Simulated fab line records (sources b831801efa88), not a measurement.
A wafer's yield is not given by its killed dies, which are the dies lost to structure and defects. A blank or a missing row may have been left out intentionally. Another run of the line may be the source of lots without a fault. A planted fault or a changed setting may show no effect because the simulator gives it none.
Chamber matching || flow sky130 || 3 sister chambers for SKY_FIELD_ISO_CMP_27 on cmp-02
The step polishes, stops on Si3N4, t overpolish 16 s, target thk 457.8 nm. 3 wafers are shown with their chamber, then 4 later ones without.

WAFERS PAIRED WITH THEIR CHAMBERS
{"wafer": "L151.3", "chamber": 3, "motor_current_A (A)": 10.7}
{"wafer": "L152.2", "chamber": 0, "motor_current_A (A)": 10.3}
{"wafer": "L152.3", "chamber": 1, "motor_current_A (A)": 11.9}

WAFERS WHOSE CHAMBER IS MISSING
{"wafer": "L152.6", "motor_current_A (A)": 12.1}
{"wafer": "L156.2", "motor_current_A (A)": 12.9}
{"wafer": "L156.3", "motor_current_A (A)": 10.8}
{"wafer": "L158.4", "motor_current_A (A)": 11.8}

WHICH CHAMBER EACH WENT THROUGH
{"wafer": "L152.6", "from the rows above": 1, "in truth": 1}
{"wafer": "L156.2", "from the rows above": 1, "in truth": 1}
{"wafer": "L156.3", "from the rows above": "can't be placed: 3 or 0 or 1", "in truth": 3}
{"wafer": "L158.4", "from the rows above": "can't be placed: 1 or 3", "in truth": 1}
Correctly placed: 2 of 4. From these rows, 2 cannot be placed; in 2 the true chamber is one of the candidates. Number placed wrongly: 0.
How it was worked out, from the rows above alone: a wafer's distance from a chamber is the root of the sum, over the readings, of the square of ((its reading less the chamber's mean) divided by the reading's scatter). If the next closest chamber is less than 2 further off than the closest, the wafer can't be placed; otherwise it belongs to the closest. For every chamber, the mean is computed from those of its wafers that are shown. The scatter: root of mean squared gap, hidden wafer to nearest shown wafer, with one shown wafer a chamber.
